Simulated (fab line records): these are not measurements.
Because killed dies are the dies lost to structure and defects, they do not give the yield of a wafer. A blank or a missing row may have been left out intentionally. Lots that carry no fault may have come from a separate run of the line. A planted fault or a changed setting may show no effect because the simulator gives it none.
Comparing a struck lot with a sound one	flow sky130	16 out of 708 route steps
Sound: wafers L112.2, L112.4, L112.6. Struck: wafer L104.5 (left out: L104.3, L104.6 of the same lot, which were not struck); the cause appears at the end.
At each step with rows: each side's tool, then ch and its chambers, then its first start. Under that, the readings that differ: sound wafers	struck wafers	difference of the means	sigmas: that difference in standard deviations of wafers without a fault.
alike: words and numbers the same on both sides, and readings whose means are apart by under 2 such deviations; not compared: readings that were withheld, readings missing a value for some wafer, numbers with overlapping values and no deviation given by the record, and bounds like >300 which may hide the same value.
Wherever a step has rows on one side only, a row that says differs or no value, or a row with sigmas, the two part there. Numbers that have no deviation but don't overlap get no sigmas and don't part them. A reading that every wafer of one side lacks parts them only if that side has two wafers or more.

first, 1 step without rows for these wafers: SKY_FIELD_ISO_DEVELOP_12 (develop time 60 s).
SKY_FIELD_ISO_CD_MEAS_13: target cd 150 nm.
  sound on cdSem-02, day 4 16:07; struck on cdSem-02, day 3 04:14
  alike: cdNm
SKY_FIELD_ISO_ETCH_14: etches BARC in N2/H2, stops on SiO2, time 45.9 s, target depth 60 nm.
  sound on rieDiel-02 ch 0,2, day 4 16:13; struck on rieDiel-02 ch 3, day 3 04:19
  alike: drypumpMotorCurrentA, oesProductAu, throttleValvePct
  not compared: rfHoursCounterH
SKY_FIELD_ISO_ETCH_15: etches the open film in CHF3/O2, stops on Si, target depth 180 nm, time 72 s.
  sound on rieDiel-02 ch 0,2, day 4 16:15; struck on rieDiel-02 ch 3, day 3 04:22
  alike: drypumpMotorCurrentA, oesProductAu, throttleValvePct
  not compared: rfHoursCounterH
SKY_FIELD_ISO_STRIP_16: strips in O2/N2.
  sound on plasmaAsher-04 ch 0,1, day 4 16:19; struck on plasmaAsher-04 ch 1, day 3 04:27
  alike: drypumpMotorCurrentA, oesProductAu, stripTimeToEndpointS
  not compared: rfHoursCounterH
SKY_FIELD_ISO_ETCH_17: etches Si in HBr/Cl2/O2, target depth 342 nm, time 97.7 s.
  sound on rieSi-02 ch 0,3, day 4 16:25; struck on rieSi-01 ch 3, day 3 04:31
  alike: drypumpMotorCurrentA, oesProductAu, throttleValvePct
  not compared: rfHoursCounterH
then, 5 steps without rows for these wafers: SKY_FIELD_ISO_WET_ETCH_18 (etches Si3N4 in H3PO4, target depth 25 nm, time 286 s); SKY_FIELD_ISO_CLEAN_19 (cleans in SC1/SC2, time 150 s); SKY_FIELD_ISO_CLEAN_20 (cleans in dHF, time 20 s); SKY_FIELD_ISO_WET_ETCH_21 (etches SiO2 in dHF, target depth 20 nm, time 400 s); SKY_FIELD_ISO_OXIDATION_22 (stabilise 600 s, purge 300 s, target thk 10 nm).
SKY_FIELD_ISO_THK_MEAS_23:
  sound on filmMetro-04, day 4 17:58; struck on filmMetro-01, day 3 06:14
  alike: FIELD_ISO_OXIDATION_01_THK
SKY_FIELD_ISO_CVD_24: deposits SiO2, target thk 595 nm, time 99.2 s.
  sound on hdpcvd-02 ch 0,2, day 4 18:01; struck on hdpcvd-01 ch 0,2, day 3 06:17
SKY_FIELD_ISO_THK_MEAS_25:
  sound on filmMetro-01, day 4 18:06; struck on filmMetro-03, day 3 06:23
reading	sound	struck	difference	sigmas
FIELD_ISO_CVD_24_THK (nm)	603 592 590	499	-96	-16
then, 2 steps without rows for these wafers: SKY_FIELD_ISO_ANNEAL_26 (time 1800 s); SKY_PAD_OPEN_PROBE_99.

== WHERE THEY PART ==
SKY_FIELD_ISO_THK_MEAS_25 only, going by this record.

WHY: the cause the simulator had injected
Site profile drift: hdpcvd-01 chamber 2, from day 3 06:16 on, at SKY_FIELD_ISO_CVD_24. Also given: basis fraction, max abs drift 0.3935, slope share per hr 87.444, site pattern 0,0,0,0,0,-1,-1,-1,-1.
